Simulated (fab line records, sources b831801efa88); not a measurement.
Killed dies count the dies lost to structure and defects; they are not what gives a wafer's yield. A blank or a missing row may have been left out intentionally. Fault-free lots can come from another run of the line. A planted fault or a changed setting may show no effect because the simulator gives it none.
The same fault as seen by 2 desks	flow sky130	what lay behind the numbers comes last; until then each desk has only its own
Where a reading is given only as a bound, like >300, the bound stands for it, and a mean or a difference that rests on one is marked > or <: the true number lies beyond.

FOR THE TOOL OWNER'S DESK: pvd sputter-03
The tool's own readings at SKY_CAPM_SPUTTER_02 (material TiN, target thk 200 nm, time 166.7 s): means of the sampled wafers that have a number, for each lot that ran on this tool. Any lot whose mean is over 4 standard deviations away from the usual mean is out of limits and marked OUT; that distance is given in the brackets.
Columns: A = cathode dc power W at SKY_CAPM_SPUTTER_02, usual 6500.0 W; B = chamber pressure pa at SKY_CAPM_SPUTTER_02, usual 0.4000 Pa; C = susceptor temp C at SKY_CAPM_SPUTTER_02, usual 300.00 C; D = throttle valve pct at SKY_CAPM_SPUTTER_02, usual 30.4 %
lot	first seen here	A	B	C	D
L138	day 43 05:40	6500.1	0.4001	299.90	30.7
This desk's finding: nothing out of limits on the one lot.

FROM THE METROLOGY DESK
What the gauges read for every lot (on any tool): the sampled wafers with a number, averaged. Any lot whose mean is over 4 standard deviations away from the usual mean is out of limits and marked OUT; that distance is given in the brackets.
Columns: A = VIA2_OVL at SKY_VIA2_OVL_MEAS_13, usual 2 nm; B = CAPM_TIN_RS at SKY_CAPM_RS_MEAS_03, usual 6.90 ohm/sq; C = CAPM_TIN_THK at SKY_CAPM_THK_MEAS_04, usual 197.3 nm
lot	first seen here	A	B	C
L115	day 36 04:16	1	6.97	194.4
L116	day 36 11:24	0	6.91	197.1
L118	day 37 07:01	10	6.96	194.4
L119	day 37 23:34	-6	6.90	197.0
L122	day 38 09:50	-4	7.00	194.6
L123	day 38 18:25	7	6.98	195.3
L124	day 38 22:25	6	6.91	197.6
L125	day 39 06:01	5	6.92	197.3
L127	day 39 20:11	4	6.93	197.3
L128	day 40 01:40	-3	6.79	200.5
L129	day 40 12:03	8	-	<0.0 (<-82) OUT
L130	day 40 16:11	3	-	<0.0 (<-82) OUT
L135	day 42 07:50	-10	6.88	198.2
L138	day 43 04:01	-6	6.79	199.8
Per this desk, out of limits: L129, L130; the first was L129, day 40 14:27 (CAPM_TIN_THK at SKY_CAPM_THK_MEAS_04). L115, L116, L118, L119, L122, L123, L124, L125, L127, L128, L135, L138 stayed within limits.

PUT TOGETHER
Metrology desk: alarm possible at day 40 14:27 on L129, L130.
The desk of the tool owner found nothing out of limits.
The tool owner's desk has no number on record for L129, L130.
Every lot named ran SKY_CAPM_SPUTTER_02 on pvd sputter-03.

WHAT THE SIMULATOR HAD INSERTED
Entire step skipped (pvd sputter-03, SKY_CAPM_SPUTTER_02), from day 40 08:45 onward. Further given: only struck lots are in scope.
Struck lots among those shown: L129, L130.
Hours from the fault's start to each desk's first reading out of limits: the metrology desk, 6.
